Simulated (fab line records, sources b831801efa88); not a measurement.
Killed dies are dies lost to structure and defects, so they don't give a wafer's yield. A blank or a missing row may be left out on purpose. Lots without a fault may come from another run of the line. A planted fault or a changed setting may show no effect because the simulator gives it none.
Which tool did it? | flow gf180mcu | 12 lots, 36 wafers sampled, at 4 steps of a route of 602

WHAT THE GAUGES READ, wafer by wafer
GF_V3_OVL_MEAS_15.
lot  | measured     | on         | V3_OVL (nm)
L534 | day 22 09:07 | overlay-02 | -2 7 7
L535 | day 22 17:52 | overlay-02 | 3 -2 -13
L536 | day 22 22:13 | overlay-01 | 3 5 3
L537 | day 23 10:10 | overlay-01 | 2 -1 1
L544 | day 25 20:09 | overlay-01 | -1 -5 -5
L546 | day 26 12:28 | overlay-01 | 5 8 -4
L550 | day 27 11:48 | overlay-02 | 6 9 0
L552 | day 28 05:22 | overlay-01 | -14 -3 -15
L553 | day 28 15:40 | overlay-02 | -6 1 -2
L555 | day 29 06:02 | overlay-02 | -6 -6 -4
L556 | day 29 13:42 | overlay-02 | -1 4 0
L557 | day 29 23:05 | overlay-02 | -1 1 -8

GF_M4_RS_MEAS_05: measures by four-point-probe.
lot  | measured     | on            | M4_ALCU_RS (ohm/sq)
L534 | day 22 10:46 | film_metro-03 | 0.0715 0.0704 0.0715
L535 | day 22 19:32 | film_metro-02 | 0.0700 0.0696 0.0694
L536 | day 22 23:51 | film_metro-03 | 0.0702 0.0710 0.0695
L537 | day 23 11:48 | film_metro-04 | 0.0685 0.0698 0.0704
L544 | day 25 21:46 | film_metro-04 | 0.0677 0.0689 0.0680
L546 | day 26 14:05 | film_metro-02 | 0.0700 0.0686 0.0695
L550 | day 27 13:27 | film_metro-03 | 0.0685 0.0870 0.0687
L552 | day 28 07:02 | film_metro-02 | 0.0686 0.0857 0.0880
L553 | day 28 17:19 | film_metro-03 | 0.0706 0.0692 0.0855
L555 | day 29 07:51 | film_metro-04 | 0.0688 0.0699 0.0704
L556 | day 29 15:21 | film_metro-03 | 0.0716 0.0701 0.0705
L557 | day 30 00:50 | film_metro-03 | 0.0696 0.0705 0.0695

GF_M4_THK_MEAS_06: measures by xrf.
lot  | measured     | on            | M4_ALCU_THK (nm)
L534 | day 22 10:52 | film_metro-03 | 442 449 443
L535 | day 22 19:38 | film_metro-02 | 449 450 450
L536 | day 22 23:58 | film_metro-03 | 449 445 454
L537 | day 23 11:55 | film_metro-04 | 460 452 449
L544 | day 25 21:53 | film_metro-04 | 468 460 464
L546 | day 26 14:12 | film_metro-02 | 449 457 451
L550 | day 27 13:34 | film_metro-03 | 460 363 460
L552 | day 28 07:08 | film_metro-02 | 459 367 356
L553 | day 28 17:25 | film_metro-03 | 447 456 368
L555 | day 29 07:57 | film_metro-04 | 459 451 447
L556 | day 29 15:28 | film_metro-03 | 440 449 447
L557 | day 30 00:56 | film_metro-03 | 459 453 454

WHICH TOOL RAN EACH LOT (tool, then ch and the chambers of the sampled wafers, then the start)
lot  | GF_M4_SPUTTER_02
L534 | pvd_sputter-03, day 22 10:38
L535 | pvd_sputter-01, day 22 19:25
L536 | pvd_sputter-01, day 22 23:44
L537 | pvd_sputter-02, day 23 11:41
L544 | pvd_sputter-02, day 25 21:41
L546 | pvd_sputter-02, day 26 13:59
L550 | pvd_sputter-02, day 27 13:22
L552 | pvd_sputter-02, day 28 06:55
L553 | pvd_sputter-02, day 28 17:11
L555 | pvd_sputter-03, day 29 07:43
L556 | pvd_sputter-03, day 29 15:16
L557 | pvd_sputter-01, day 30 00:43
- GF_M4_SPUTTER_02: material AlCu, target thk 450 nm, time 23.9 s.

WHAT THE TOOLS THEMSELVES READ (means of the sampled wafers that have a number; where no wafer has one, the mark that the record gives instead)
GF_M4_SPUTTER_02.
lot  | tool           | throttle_valve_pct (%)
L534 | pvd_sputter-03 | 31.5
L535 | pvd_sputter-01 | 30.8
L536 | pvd_sputter-01 | 30.6
L537 | pvd_sputter-02 | 29.8
L544 | pvd_sputter-02 | 29.1
L546 | pvd_sputter-02 | 29.3
L550 | pvd_sputter-02 | 29.4
L552 | pvd_sputter-02 | 29.4
L553 | pvd_sputter-02 | 29.5
L555 | pvd_sputter-03 | 30.8
L556 | pvd_sputter-03 | 31.0
L557 | pvd_sputter-01 | 31.2

THE ANSWER, worked out from the rows above alone
Rule: what is usual is taken from the lots themselves. Put in order of their means at a reading, lots are off if they are a third of the lots or fewer, leave a main group of 4 or more, and stand apart from it by a gap of 3 or more times the standard deviation of the main group's means; of several such gaps the widest counts. A main group whose means are all the same, to the digits that the tables above print for the reading, isn't used. A lot without any number at a reading at which 4 lots or more have one is off too. The other lots that the step has rows for count as sound. The gauges are gone through in route order, then the tools' own readings, and for those a lot's mean is taken as printed above. The first step at which some lot is off is used, and at that step the reading that is off furthest; a lot without a number counts as furthest.
Off: L550, L552, L553, at GF_M4_RS_MEAS_05 (M4_ALCU_RS). The main group: mean 0.0698 ohm/sq, standard deviation 0.00079.
A tool fits if, at a process step before that reading, it ran every lot that is off, and no sound lot after the first of them. The gauges at GF_M4_RS_MEAS_05 are tried like those tools. One fits: pvd_sputter-02 at GF_M4_SPUTTER_02. Its last sound lot is L546 (day 26 13:59), its first lot that is off L550 (day 27 13:22): a fault that began between those two fits.

WHAT THE SIMULATOR HAD PUT IN
Process parameter drift: pvd_sputter-02, from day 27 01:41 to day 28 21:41, at GF_M4_SPUTTER_02. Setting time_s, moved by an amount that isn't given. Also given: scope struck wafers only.
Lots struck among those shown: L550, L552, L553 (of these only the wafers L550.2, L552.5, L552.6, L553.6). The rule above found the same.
